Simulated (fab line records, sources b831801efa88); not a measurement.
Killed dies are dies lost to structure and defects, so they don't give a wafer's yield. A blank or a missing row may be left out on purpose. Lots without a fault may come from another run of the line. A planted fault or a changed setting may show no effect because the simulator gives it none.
Which tool did it? | flow sky130 | 24 lots, 72 wafers sampled, at 4 steps of a route of 708

WHAT THE GAUGES READ, wafer by wafer
SKY_VIA3_OVL_MEAS_13. Usual: VIA3_OVL 1 nm, standard deviation 6.1.
lot  | measured     | on         | VIA3_OVL (nm) | flag
L074 | day 39 23:43 | overlay-01 | -7 3 -9       |
L075 | day 40 04:50 | overlay-02 | 3 0 6         |
L076 | day 40 09:50 | overlay-02 | -1 1 5        |
L077 | day 40 22:47 | overlay-01 | 7 9 3         |
L078 | day 41 01:26 | overlay-01 | 2 1 6         |
L079 | day 41 08:41 | overlay-02 | -3 -3 10      |
L080 | day 41 19:46 | overlay-02 | -5 7 4        |
L081 | day 42 03:06 | overlay-02 | 4 -8 1        |
L082 | day 42 04:58 | overlay-01 | -1 -6 4       |
L083 | day 42 08:40 | overlay-01 | 7 7 12        |
L084 | day 43 00:53 | overlay-02 | -9 5 3        |
L085 | day 43 02:32 | overlay-02 | -13 2 3       |
L086 | day 43 10:32 | overlay-01 | 5 1 1         |
L087 | day 43 20:02 | overlay-02 | 2 -5 11       |
L088 | day 44 00:44 | overlay-02 | 7 -2 1        |
L089 | day 44 05:08 | overlay-01 | 7 16 3        |
L090 | day 44 11:50 | overlay-01 | -6 -4 0       |
L091 | day 44 18:14 | overlay-02 | -5 -6 6       |
L092 | day 45 01:01 | overlay-02 | 7 -2 -4       |
L093 | day 45 07:51 | overlay-02 | -5 -15 -9     |
L094 | day 45 08:35 | overlay-02 | 7 5 1         |
L095 | day 45 15:06 | overlay-01 | 7 -5 7        |
L096 | day 45 21:02 | overlay-02 | 4 1 -4        |
L097 | day 46 05:59 | overlay-01 | 2 1 2         |

SKY_VIA3_THK_MEAS_23: measures by xrf. Usual: VIA3_W_THK 379 nm, standard deviation 5.6.
lot  | measured     | on            | VIA3_W_THK (nm) | flag
L074 | day 40 01:16 | film_metro-01 | 373 371 378     |
L075 | day 40 05:57 | film_metro-04 | 373 378 373     |
L076 | day 40 11:18 | film_metro-04 | 383 383 389     |
L077 | day 40 23:50 | film_metro-01 | 372 368 373     |
L078 | day 41 02:29 | film_metro-03 | 367 375 369     |
L079 | day 41 09:46 | film_metro-01 | 368 368 372     |
L080 | day 41 20:51 | film_metro-03 | 374 371 377     |
L081 | day 42 04:09 | film_metro-01 | 373 381 384     |
L082 | day 42 06:01 | film_metro-04 | 390 388 386     |
L083 | day 42 09:42 | film_metro-04 | 389 386 385     |
L084 | day 43 01:57 | film_metro-04 | 380 385 386     |
L085 | day 43 03:37 | film_metro-03 | 389 388 385     |
L086 | day 43 11:42 | film_metro-03 | 381 380 378     |
L087 | day 43 21:10 | film_metro-04 | 382 389 382     |
L088 | day 44 01:49 | film_metro-04 | 376 377 371     |
L089 | day 44 06:11 | film_metro-03 | 374 375 373     |
L090 | day 44 12:55 | film_metro-04 | 388 385 381     |
L091 | day 44 19:17 | film_metro-04 | 381 381 380     |
L092 | day 45 02:04 | film_metro-03 | 372 374 376     |
L093 | day 45 09:04 | film_metro-04 | 378 383 376     |
L094 | day 45 09:48 | film_metro-03 | 378 379 371     |
L095 | day 45 16:09 | film_metro-04 | 381 379 380     |
L096 | day 45 22:04 | film_metro-04 | 382 377 378     |
L097 | day 46 07:07 | film_metro-04 | 383 379 382     |

SKY_CAP2M_OVL_MEAS_12. Usual: CAP2M_OVL 1.0 nm, standard deviation 1.4.
lot  | measured     | on         | CAP2M_OVL (nm) | flag
L074 | day 41 02:43 | overlay-02 | 4.8 3.1 2.9    |
L075 | day 41 07:01 | overlay-02 | -2.8 0.1 -1.7  |
L076 | day 41 11:41 | overlay-02 | -0.7 -1.0 -0.3 |
L077 | day 42 00:43 | overlay-02 | -1.7 -1.9 -0.4 |
L078 | day 42 03:16 | overlay-01 | 2.4 1.0 -0.2   |
L079 | day 42 10:10 | overlay-02 | 0.3 2.0 0.4    |
L080 | day 42 20:52 | overlay-01 | 2.4 3.0 1.6    |
L081 | day 43 03:49 | overlay-02 | 1.3 0.1 2.4    |
L082 | day 43 06:18 | overlay-02 | 1.4 0.4 0.7    |
L083 | day 43 09:28 | overlay-01 | 0.0 0.3 2.5    |
L084 | day 44 01:27 | overlay-01 | 1.4 -0.1 -0.2  |
L085 | day 44 03:05 | overlay-01 | 0.1 -1.7 0.8   |
L086 | day 44 10:46 | overlay-02 | 2.8 0.2 -2.1   |
L087 | day 44 19:22 | overlay-02 | 1.5 2.0 1.9    |
L088 | day 45 00:07 | overlay-01 | 1.1 0.7 -2.3   |
L089 | day 45 04:53 | overlay-02 | -0.1 1.9 1.0   |
L090 | day 45 11:31 | overlay-01 | 2.4 4.1 2.1    |
L091 | day 45 18:01 | overlay-02 | 1.0 0.6 1.3    |
L092 | day 46 00:31 | overlay-01 | 2.2 -0.5 2.8   |
L093 | day 46 07:16 | overlay-01 | 2.4 -0.4 1.4   |
L094 | day 46 07:33 | overlay-02 | 1.2 2.0 0.8    |
L095 | day 46 13:44 | overlay-01 | 2.5 0.4 0.4    |
L096 | day 46 19:34 | overlay-02 | 0.7 -0.6 -3.8  |
L097 | day 47 04:15 | overlay-01 | 1.5 1.7 2.6    |

WHICH TOOL RAN EACH LOT (tool, then ch and the chambers of the sampled wafers, then the start)
lot  | SKY_METAL3_ETCH_16
L074 | rie_metal-01 ch 0,1, day 38 21:14
L075 | rie_metal-02 ch 0,1, day 39 01:53
L076 | rie_metal-02 ch 0,1, day 39 07:29
L077 | rie_metal-02 ch 0,1, day 39 21:08
L078 | rie_metal-03 ch 0,1, day 39 23:26
L079 | rie_metal-01 ch 0,1, day 40 07:05
L080 | rie_metal-01 ch 0,1, day 40 18:14
L081 | rie_metal-03 ch 0,1, day 41 01:11
L082 | rie_metal-03 ch 0,1, day 41 03:26
L083 | rie_metal-02 ch 0,1, day 41 06:59
L084 | rie_metal-02 ch 0,1, day 41 23:38
L085 | rie_metal-01 ch 0,1, day 42 02:15
L086 | rie_metal-02 ch 0,1, day 42 09:50
L087 | rie_metal-01 ch 0,1, day 42 19:05
L088 | rie_metal-02 ch 0,1, day 43 00:09
L089 | rie_metal-01 ch 0,1, day 43 05:11
L090 | rie_metal-03 ch 0, day 43 12:26
L091 | rie_metal-01 ch 0,1, day 43 18:41
L092 | rie_metal-03 ch 0,1, day 44 01:20
L093 | rie_metal-03 ch 0,1, day 44 08:08
L094 | rie_metal-02 ch 0,1, day 44 08:27
L095 | rie_metal-02 ch 0,1, day 44 15:32
L096 | rie_metal-03 ch 0,1, day 44 21:17
L097 | rie_metal-01 ch 0,1, day 45 06:02
- SKY_METAL3_ETCH_16: etches BARC in N2/H2, stops on SiO2, time 88.2 s, target depth 60 nm.

WHAT THE TOOLS THEMSELVES READ (means of the sampled wafers that have a number; where no wafer has one, the mark that the record gives instead)
SKY_METAL3_ETCH_16. Usual: chamber_pressure_mTorr 30.00 mTorr, standard deviation 0.031; drypump_motor_current_A 5.70 A, standard deviation 0.24; oes_product_au 0.625 a.u., standard deviation 0.0047; throttle_valve_pct 13.205 %, standard deviation 0.0098.
lot  | tool         | chamber_pressure_mTorr (mTorr) | drypump_motor_current_A (A) | oes_product_au (a.u.) | throttle_valve_pct (%) | flag
L074 | rie_metal-01 | 30.00                          | 5.75                        | 0.620                 | 13.198                 |
L075 | rie_metal-02 | 30.00                          | 5.76                        | 0.625                 | 13.209                 |
L076 | rie_metal-02 | 30.00                          | 5.75                        | 0.625                 | 13.207                 |
L077 | rie_metal-02 | 30.00                          | 5.74                        | 0.623                 | 13.212                 |
L078 | rie_metal-03 | 29.99                          | 5.50                        | 0.623                 | 13.199                 |
L079 | rie_metal-01 | 29.98                          | 5.60                        | 0.628                 | 13.197                 |
L080 | rie_metal-01 | 30.00                          | 5.76                        | 0.624                 | 13.201                 |
L081 | rie_metal-03 | 30.01                          | 5.64                        | 0.624                 | 13.205                 |
L082 | rie_metal-03 | 29.99                          | 5.50                        | 0.623                 | 13.211                 |
L083 | rie_metal-02 | 30.03                          | 5.89                        | 0.626                 | 13.210                 |
L084 | rie_metal-02 | 30.06                          | 5.74                        | 0.628                 | 13.201                 |
L085 | rie_metal-01 | 30.00                          | 5.80                        | 0.624                 | 13.196                 |
L086 | rie_metal-02 | 30.00                          | 5.88                        | 0.623                 | 13.211                 |
L087 | rie_metal-01 | 30.01                          | 5.78                        | 0.624                 | 13.201                 |
L088 | rie_metal-02 | 30.00                          | 5.75                        | 0.627                 | 13.205                 |
L089 | rie_metal-01 | 30.00                          | 5.61                        | 0.624                 | 13.193                 |
L090 | rie_metal-03 | 29.98                          | 5.36                        | 0.626                 | 13.205                 |
L091 | rie_metal-01 | 30.02                          | 5.76                        | 0.620                 | 13.200                 |
L092 | rie_metal-03 | 29.99                          | 5.50                        | 0.627                 | 13.208                 |
L093 | rie_metal-03 | 29.98                          | 5.53                        | 0.626                 | 13.207                 |
L094 | rie_metal-02 | 30.02                          | 5.89                        | 0.626                 | 13.202                 |
L095 | rie_metal-02 | 29.99                          | 5.73                        | 0.624                 | 13.203                 |
L096 | rie_metal-03 | 29.98                          | 5.52                        | 0.630                 | 13.211                 |
L097 | rie_metal-01 | 30.02                          | 5.75                        | 0.626                 | 13.207                 |

THE ANSWER, worked out from the rows above alone
Rule: a lot is off if the mean of its wafers that have a number lies more than 3 standard deviations from the usual mean. A lot without any number at a reading at which 4 lots or more have one is off too. The other lots that the step has rows for count as sound. The gauges are gone through in route order, then the tools' own readings, and for those a lot's mean is taken as printed above. The first step at which some lot is off is used, and at that step the reading that is off furthest; a lot without a number counts as furthest.
No lot is off at any reading shown: from this, nothing can be told.

WHAT THE SIMULATOR HAD PUT IN
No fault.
